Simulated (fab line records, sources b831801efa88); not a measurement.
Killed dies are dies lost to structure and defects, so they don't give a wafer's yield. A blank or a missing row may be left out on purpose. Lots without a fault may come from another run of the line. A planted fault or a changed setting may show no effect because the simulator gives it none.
Chamber matching | flow gf180mcu | GF_CONTACT_ETCH_16 on rie_diel-03: 4 sister chambers
The step etches BARC in N2/H2. 16 wafers are shown with their chamber, then 8 later ones without.

WAFERS WITH THEIR CHAMBER
wafer  | chamber | drypump_motor_current_A (A) | throttle_valve_pct (%) | chamber_pressure_mTorr (mTorr)
L372.2 | 0       | 5.1                         | 13.226                 | 30.022
L372.3 | 3       | 6.6                         | 13.241                 | 29.961
L372.5 | 3       | 6.6                         | 13.211                 | 30.031
L377.1 | 1       | 5.1                         | 13.219                 | 29.981
L377.4 | 3       | 6.6                         | 13.223                 | 29.995
L377.6 | 1       | 5.1                         | 13.215                 | 30.008
L381.2 | 3       | 6.6                         | 13.227                 | 29.998
L381.4 | 1       | 5.1                         | 13.226                 | 30.018
L381.5 | 2       | 5.1                         | 13.231                 | 29.993
L384.1 | 2       | 5.1                         | 13.234                 | 29.969
L384.3 | 0       | 5.1                         | 13.213                 | 30.055
L384.4 | 1       | 5.1                         | 13.232                 | 29.977
L387.3 | 0       | 5.1                         | 13.230                 | 29.975
L387.4 | 1       | 5.1                         | 13.220                 | 29.979
L387.6 | 3       | 6.6                         | 13.228                 | 29.984
L390.1 | 1       | 5.0                         | 13.227                 | 30.009

SIGNATURES (means of the wafers above)
reading                 | chamber 0 | chamber 1 | chamber 2 | chamber 3 | scatter within a chamber
drypump_motor_current_A | 5.100     | 5.083     | 5.100     | 6.600     | 0.0264
throttle_valve_pct      | 13.22300  | 13.22317  | 13.23250  | 13.22600  | 0.00827
chamber_pressure_mTorr  | 30.01733  | 29.99533  | 29.98100  | 29.99380  | 0.0254
Rule: a wafer's distance from a chamber is the root of the sum, over the readings, of the square of ((its reading less the chamber's mean) divided by the reading's scatter). The wafer belongs to the nearest chamber; if the next one is less than 2 further off, it can't be placed. The scatter: the root of (the sum of the squares of (reading less its chamber's mean) over the shown wafers, divided by (wafers less chambers)).

WAFERS WITHOUT THEIR CHAMBER
wafer  | drypump_motor_current_A (A) | throttle_valve_pct (%) | chamber_pressure_mTorr (mTorr)
L390.2 | 6.6                         | 13.229                 | 30.009
L390.6 | 6.6                         | 13.227                 | 30.023
L392.2 | 6.6                         | 13.238                 | 29.950
L392.3 | 5.1                         | 13.231                 | 29.996
L392.4 | 5.0                         | 13.217                 | 29.988
L393.2 | 6.6                         | 13.238                 | 29.963
L393.4 | 5.1                         | 13.233                 | 29.975
L393.5 | 5.1                         | 13.224                 | 29.982

WHICH CHAMBER EACH WENT THROUGH
wafer  | from the rows above          | in truth
L390.2 | 3                            | 3
L390.6 | 3                            | 3
L392.2 | 3                            | 3
L392.3 | can't be placed: 2 or 1 or 0 | 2
L392.4 | can't be placed: 1 or 0 or 2 | 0
L393.2 | 3                            | 3
L393.4 | can't be placed: 2 or 1 or 0 | 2
L393.5 | can't be placed: 1 or 2 or 0 | 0
Placed correctly: 4 of 8. Can't be placed from these rows: 4 (the true chamber is among the candidates in 4). Placed wrongly: 0.
